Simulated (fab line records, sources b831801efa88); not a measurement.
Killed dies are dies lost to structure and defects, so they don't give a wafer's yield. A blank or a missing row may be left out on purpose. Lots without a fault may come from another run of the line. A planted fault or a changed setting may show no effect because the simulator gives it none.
Tool commonality check | flow gf180mcu | 12 lots, 36 wafers sampled

WHY IT WAS OPENED
At GF_HV_LDD_RS_MEAS_53 the reading HV_LDD_RS is flagged on 2 of 12 lots. Wafers without a fault read 418.2 ohm/sq, standard deviation 0.85.
Rule: a lot is flagged when every wafer of it that has a number lies more than 4 standard deviations from that mean, or none has a number. The other lots count as sound.

lot  | measured     | on            | HV_LDD_RS (ohm/sq), wafer by wafer | flag
L614 | day 12 10:20 | film_metro-04 | 417.7 416.3 417.8                  |
L617 | day 13 08:08 | film_metro-02 | 417.8 418.5 418.9                  |
L618 | day 13 18:29 | film_metro-04 | 418.2 418.3 418.5                  |
L619 | day 13 22:56 | film_metro-04 | 419.8 419.0 419.6                  |
L620 | day 14 20:33 | film_metro-04 | 417.0 417.4 417.6                  |
L624 | day 16 02:21 | film_metro-02 | 418.2 416.9 419.0                  |
L628 | day 17 04:49 | film_metro-01 | 410.5 409.9 409.2                  | FLAGGED
L629 | day 17 15:30 | film_metro-01 | 409.2 410.5 409.9                  | FLAGGED
L631 | day 18 06:37 | film_metro-04 | 418.6 417.9 419.2                  |
L632 | day 18 18:00 | film_metro-01 | 417.4 417.5 418.2                  |
L634 | day 19 04:40 | film_metro-02 | 416.9 418.4 418.5                  |
L637 | day 20 01:05 | film_metro-01 | 418.0 417.5 417.0                  |
The numbers of the flagged lots are 409.9 ohm/sq on average: -8.3 ohm/sq against the usual, or -10 standard deviations.

WHICH TOOL RAN EACH LOT
The record holds 1 process step before the reading, out of a route of 602 steps. In each cell: the tool, then ch and the chambers that the sampled wafers went through, then the start.
lot  | flag    | GF_HV_LDD_IMPLANT_36
L614 |         | implanter-03 ch 0, day 11 14:20
L617 |         | implanter-03 ch 0, day 12 12:52
L618 |         | implanter-03 ch 0, day 12 22:26
L619 |         | implanter-03 ch 0, day 13 02:26
L620 |         | implanter-04 ch 0, day 13 23:38
L624 |         | implanter-03 ch 0, day 15 03:45
L628 | FLAGGED | implanter-03 ch 0, day 16 05:05
L629 | FLAGGED | implanter-03 ch 0, day 16 15:44
L631 |         | implanter-02 ch 0, day 17 06:07
L632 |         | implanter-04 ch 0, day 17 17:50
L634 |         | implanter-02 ch 0, day 18 04:22
L637 |         | implanter-02 ch 0, day 19 00:13
What these steps do:
- GF_HV_LDD_IMPLANT_36
- GF_HV_LDD_RS_MEAS_53: measures by four-point-probe.

FLAGGED OVER TOTAL, TOOL BY TOOL (the gauges that took the reading come last)
step                 | tool          | lots run | flagged | share of the flagged lots | sound lots run after its first flagged lot
GF_HV_LDD_IMPLANT_36 | implanter-02  | 3        | 0       | none                      | -
GF_HV_LDD_IMPLANT_36 | implanter-03  | 7        | 2       | all                       | 0
GF_HV_LDD_IMPLANT_36 | implanter-04  | 2        | 0       | none                      | -
GF_HV_LDD_RS_MEAS_53 | film_metro-01 | 4        | 2       | all                       | 2 (L632,L637)
GF_HV_LDD_RS_MEAS_53 | film_metro-02 | 3        | 0       | none                      | -
GF_HV_LDD_RS_MEAS_53 | film_metro-04 | 5        | 0       | none                      | -

WHAT THE TABLE ALLOWS
2 rows of the table ran every flagged lot: implanter-03 at GF_HV_LDD_IMPLANT_36, film_metro-01 at GF_HV_LDD_RS_MEAS_53.
- implanter-03 at GF_HV_LDD_IMPLANT_36: 2 of its 7 lots flagged. Its last sound lot is L624 (day 15 03:45), its first flagged lot L628 (day 16 05:05): a fault that began between those two fits. Its own readings lie more than 4 standard deviations out on every wafer of the flagged lots: dose_ions_cm2, faraday_current_uA.
- film_metro-01 at GF_HV_LDD_RS_MEAS_53: 2 of its 4 lots flagged. Sound lots ran on it after the first flagged one (L632, L637), which a lasting fault on the whole tool wouldn't allow.
One tool is left: implanter-03 at GF_HV_LDD_IMPLANT_36.

WHAT THE SIMULATOR HAD PUT IN
Process parameter drift: implanter-03, from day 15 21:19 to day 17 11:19, at GF_HV_LDD_IMPLANT_36. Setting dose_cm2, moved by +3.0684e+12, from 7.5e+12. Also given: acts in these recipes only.
Lots struck among those shown: L628, L629. The rule above found the same.
